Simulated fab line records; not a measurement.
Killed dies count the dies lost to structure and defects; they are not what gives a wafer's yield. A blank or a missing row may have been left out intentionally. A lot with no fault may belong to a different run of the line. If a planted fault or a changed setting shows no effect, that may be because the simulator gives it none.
2 desks, one fault + flow sky130 + every desk sees just its own numbers, and what lay behind them comes last

## FROM THE METROLOGY DESK
What the gauges read for every lot (on any tool): the sampled wafers with a number, averaged. If a lot's mean is further than 4 standard deviations from the usual mean, the lot is out of limits and carries the mark OUT (the distance appears in the brackets).
Columns: A = INCOMING_BOW at SKY_FIELD_ISO_BOW_MEAS_00, usual -1 um; B = FIELD_ISO_OXIDATION_00_THK at SKY_FIELD_ISO_THK_MEAS_02, usual 12.07 nm; C = NWELL_2_TW at SKY_NWELL_TW_MEAS_26, usual 495
| lot  | first seen here | A  | B     | C   |
|------|-----------------|----|-------|-----|
| L181 | day 1 10:00     | -3 | 11.76 | 501 |
| L185 | day 2 06:00     | 8  | 11.92 | 491 |
| L186 | day 2 11:00     | 3  | 11.98 | 492 |
| L187 | day 2 16:00     | 2  | 12.23 | 492 |
| L188 | day 2 21:00     | -2 | 11.84 | 496 |
| L189 | day 3 02:00     | 1  | 12.00 | 496 |
| L190 | day 3 07:00     | 8  | 11.92 | 497 |
| L191 | day 3 12:01     | 3  | 11.95 | 497 |
| L193 | day 3 22:02     | -3 | 12.35 | 488 |
| L194 | day 4 03:02     | -2 | 12.17 | 484 |
| L202 | day 5 19:01     | 5  | 12.20 | 499 |
| L203 | day 6 00:02     | -4 | 12.32 | 495 |
| L204 | day 6 05:01     | 6  | 12.18 | 496 |
This desk's finding: nothing out of limits on any of the 13 lots.

## TOOL OWNER'S DESK, implanter-02
The tool's own readings at SKY_NWELL_IMPLANT_24, given as means over the sampled wafers that have a number, one for each lot that went through this tool. If a lot's mean is further than 4 standard deviations from the usual mean, the lot is out of limits and carries the mark OUT (the distance appears in the brackets).
Columns: A = beamOnS at SKY_NWELL_IMPLANT_24, usual 10.00 s; B = faradayCurrentUA at SKY_NWELL_IMPLANT_24, usual 51.9
| lot  | first seen here | A               | B               |
|------|-----------------|-----------------|-----------------|
| L189 | day 7 08:06     | 9.96            | 52.0            |
| L191 | day 7 20:46     | 9.98            | 52.2            |
| L193 | day 8 07:19     | 9.06 (-4.9) OUT | 57.8 (+5.9) OUT |
| L194 | day 8 13:27     | 9.05 (-5.0) OUT | 58.0 (+6.1) OUT |
Finding of this desk: L193, L194 out of limits; the first was L193 at day 8 07:19, on beamOnS at SKY_NWELL_IMPLANT_24. L189, L191: within limits.

## PUT TOGETHER
At day 8 07:19, on L193, L194, the tool owner's desk was in a position to raise an alarm.
From the metrology desk's view, nothing was out of limits.
The metrology desk holds a record of L193, L194, inside its limits.
Of the lots named, all ran SKY_NWELL_IMPLANT_24 on implanter-02.

## WHAT THE SIMULATOR HAD INSERTED
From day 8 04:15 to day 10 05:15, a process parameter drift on implanter-02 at SKY_NWELL_IMPLANT_24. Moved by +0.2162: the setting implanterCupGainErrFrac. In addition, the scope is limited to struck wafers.
Lots struck among those shown: L193, L194.
Hours from the fault's start to each desk's first reading out of limits: the tool owner's desk, 3.
